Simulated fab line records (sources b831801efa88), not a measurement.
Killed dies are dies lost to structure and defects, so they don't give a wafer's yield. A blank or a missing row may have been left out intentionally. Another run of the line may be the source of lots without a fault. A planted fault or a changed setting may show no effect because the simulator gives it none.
Chamber matching || flow gf180mcu || GF_V4_CMP_26 on cmp-01 has 4 sister chambers
The step polishes, stops on SiO2, t overpolish 15 s, target thk 0 nm. 8 wafers are shown with their chamber, then 12 later ones without.

## WAFERS WITH THEIR CHAMBER
{"wafer": "L081.3", "chamber": 0, "time_to_endpoint_s (s)": 84, "motor_current_A (A)": 11.5}
{"wafer": "L084.1", "chamber": 1, "time_to_endpoint_s (s)": 87, "motor_current_A (A)": 11.7}
{"wafer": "L087.1", "chamber": 2, "time_to_endpoint_s (s)": 88, "motor_current_A (A)": 11.2}
{"wafer": "L087.2", "chamber": 3, "time_to_endpoint_s (s)": 88, "motor_current_A (A)": 11.3}
{"wafer": "L087.4", "chamber": 0, "time_to_endpoint_s (s)": 90, "motor_current_A (A)": 11.3}
{"wafer": "L090.1", "chamber": 2, "time_to_endpoint_s (s)": 90, "motor_current_A (A)": 11.3}
{"wafer": "L090.3", "chamber": 3, "time_to_endpoint_s (s)": 88, "motor_current_A (A)": 11.3}
{"wafer": "L090.5", "chamber": 1, "time_to_endpoint_s (s)": 85, "motor_current_A (A)": 11.5}

## WAFERS MISSING THEIR CHAMBER
{"wafer": "L093.2", "time_to_endpoint_s (s)": 81, "motor_current_A (A)": 11.3}
{"wafer": "L093.4", "time_to_endpoint_s (s)": 84, "motor_current_A (A)": 11.3}
{"wafer": "L093.6", "time_to_endpoint_s (s)": 82, "motor_current_A (A)": 11.5}
{"wafer": "L095.1", "time_to_endpoint_s (s)": 86, "motor_current_A (A)": 11.8}
{"wafer": "L095.3", "time_to_endpoint_s (s)": 86, "motor_current_A (A)": 11.1}
{"wafer": "L095.5", "time_to_endpoint_s (s)": 86, "motor_current_A (A)": 11.4}
{"wafer": "L096.2", "time_to_endpoint_s (s)": 85, "motor_current_A (A)": 11.1}
{"wafer": "L096.3", "time_to_endpoint_s (s)": 84, "motor_current_A (A)": 11.4}
{"wafer": "L096.4", "time_to_endpoint_s (s)": 90, "motor_current_A (A)": 10.9}
{"wafer": "L097.2", "time_to_endpoint_s (s)": 85, "motor_current_A (A)": 11.5}
{"wafer": "L097.3", "time_to_endpoint_s (s)": 87, "motor_current_A (A)": 12.0}
{"wafer": "L097.4", "time_to_endpoint_s (s)": 88, "motor_current_A (A)": 11.7}

## WHICH CHAMBER EACH WENT THROUGH
{"wafer": "L093.2", "from the rows above": "can't be placed: 0 or 3 or 2 or 1", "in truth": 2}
{"wafer": "L093.4", "from the rows above": "can't be placed: 0 or 3 or 2 or 1", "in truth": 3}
{"wafer": "L093.6", "from the rows above": "can't be placed: 1 or 0 or 3 or 2", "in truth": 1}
{"wafer": "L095.1", "from the rows above": "can't be placed: 1 or 0", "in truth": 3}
{"wafer": "L095.3", "from the rows above": "can't be placed: 2 or 3 or 0", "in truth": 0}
{"wafer": "L095.5", "from the rows above": "can't be placed: 0 or 3 or 1 or 2", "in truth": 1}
{"wafer": "L096.2", "from the rows above": "can't be placed: 2 or 3 or 0", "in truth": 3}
{"wafer": "L096.3", "from the rows above": "can't be placed: 0 or 3 or 1 or 2", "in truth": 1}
{"wafer": "L096.4", "from the rows above": "can't be placed: 2 or 3 or 0", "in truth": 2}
{"wafer": "L097.2", "from the rows above": "can't be placed: 1 or 0 or 3 or 2", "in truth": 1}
{"wafer": "L097.3", "from the rows above": "can't be placed: 1 or 0", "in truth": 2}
{"wafer": "L097.4", "from the rows above": "can't be placed: 1 or 0", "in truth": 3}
Placed correctly: 0 of 12. Cannot be placed on the basis of these rows: 12; the candidates contain the true chamber in 9. Number placed wrongly: 0.
How it was worked out, from the rows above alone: a wafer's distance from a chamber is the root of the sum, over the readings, of the square of ((its reading less the chamber's mean) divided by the reading's scatter). If the next closest chamber is less than 2 further off than the closest, the wafer can't be placed; otherwise it belongs to the closest. A chamber's mean is the mean of its shown wafers. The scatter: take each reading less its chamber's mean, square it, sum over the shown wafers, divide by the number of wafers less the number of chambers, and take the root.
